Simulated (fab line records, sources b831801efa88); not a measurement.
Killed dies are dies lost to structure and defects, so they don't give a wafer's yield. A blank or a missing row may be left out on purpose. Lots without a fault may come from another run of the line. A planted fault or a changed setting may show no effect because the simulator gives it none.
A struck lot beside a sound one | flow gf180mcu | 14 steps out of a route of 602
Sound: wafers L183.2, L183.3, L183.4. Struck: wafers L191.2, L191.4, L191.5. The cause comes at the end.
At each step with rows: each side's tool, then ch and its chambers, then its first start. Under that, the readings that differ: sound wafers | struck wafers | difference of the means | sigmas: that difference in standard deviations of wafers without a fault.
alike: readings whose means differ by less than 2 such deviations, and words and numbers that are the same on both sides. not compared: withheld readings, readings that some wafer has no value for, bounds like >300 that may hide the same value, and numbers for which the record gives no deviation and whose values overlap.
The two part at a step that has a row with sigmas, a row that says differs or no value, or rows on one side only. Numbers that don't overlap but have no deviation are shown without sigmas and don't part them. A reading that every wafer of one side lacks parts them only if that side has two wafers or more.

GF_SALICIDE_RTA_08: time 30 s.
  sound on rtp_anneal-02 ch 0, day 16 00:59; struck on rtp_anneal-01 ch 0, day 18 18:44
  reading            | sound             | struck            | difference | sigmas
  lamp_power_pct (%) | 17.22 17.22 17.25 | 17.44 17.45 17.46 | +0.22      | +2
  alike: wafer_temp_C_max
then, 1 step without rows for these wafers: GF_CONTACT_CVD_00 (deposits SiO2, target thk 300 nm, time 50 s).
GF_CONTACT_THK_MEAS_01:
  sound on film_metro-02, day 16 01:07; struck on film_metro-01, day 18 18:52
  alike: CONTACT_CVD_00_THK
GF_CONTACT_CVD_02: deposits SiO2 from TEOS, target thk 860 nm, time 95.992 s.
  sound on pecvd-03 ch 0,1, day 16 01:10; struck on pecvd-03 ch 0,2, day 18 18:55
  alike: heater_power_w
GF_CONTACT_THK_MEAS_03:
  sound on film_metro-01, day 16 01:15; struck on film_metro-02, day 18 19:00
  alike: CONTACT_CVD_02_THK
GF_CONTACT_CMP_04: polishes SiO2.
  sound on cmp-02 ch 0,2,3, day 16 01:21; struck on cmp-02 ch 0,1,2, day 18 19:06
  alike: motor_current_A, retaining_ring_pressure_frac, time_to_endpoint_s
GF_CONTACT_BOW_MEAS_05:
  sound on film_metro-04, day 16 01:37; struck on film_metro-01, day 18 19:22
  alike: CONTACT_BOW
then, 5 steps without rows for these wafers: GF_CONTACT_DEHYDRATE_06 (time 60 s); GF_CONTACT_HMDS_07 (prime time 60 s); GF_CONTACT_COAT_08; GF_CONTACT_COAT_09 (resist thk 1000 nm); GF_CONTACT_SOFTBAKE_10 (time 60 s).
GF_CONTACT_EXPOSE_11: exposes mask Contact, target cd 220 nm.
  sound on krf_scanner-02 ch 0, day 16 13:22; struck on krf_scanner-02, day 19 08:06
  no value came back on the struck wafers for exposure_dose_mJ_cm2, focus_offset_nm (nm); on the sound wafers exposure_dose_mJ_cm2 reads 38.54 38.47 38.59
  alike: mask
then, 1 step without rows for these wafers: GF_CONTACT_PEB_12 (peb time 90 s).

WHERE THEY PART
First at GF_SALICIDE_RTA_08; last, within this record, at GF_CONTACT_EXPOSE_11.

WHY: what the simulator had put in
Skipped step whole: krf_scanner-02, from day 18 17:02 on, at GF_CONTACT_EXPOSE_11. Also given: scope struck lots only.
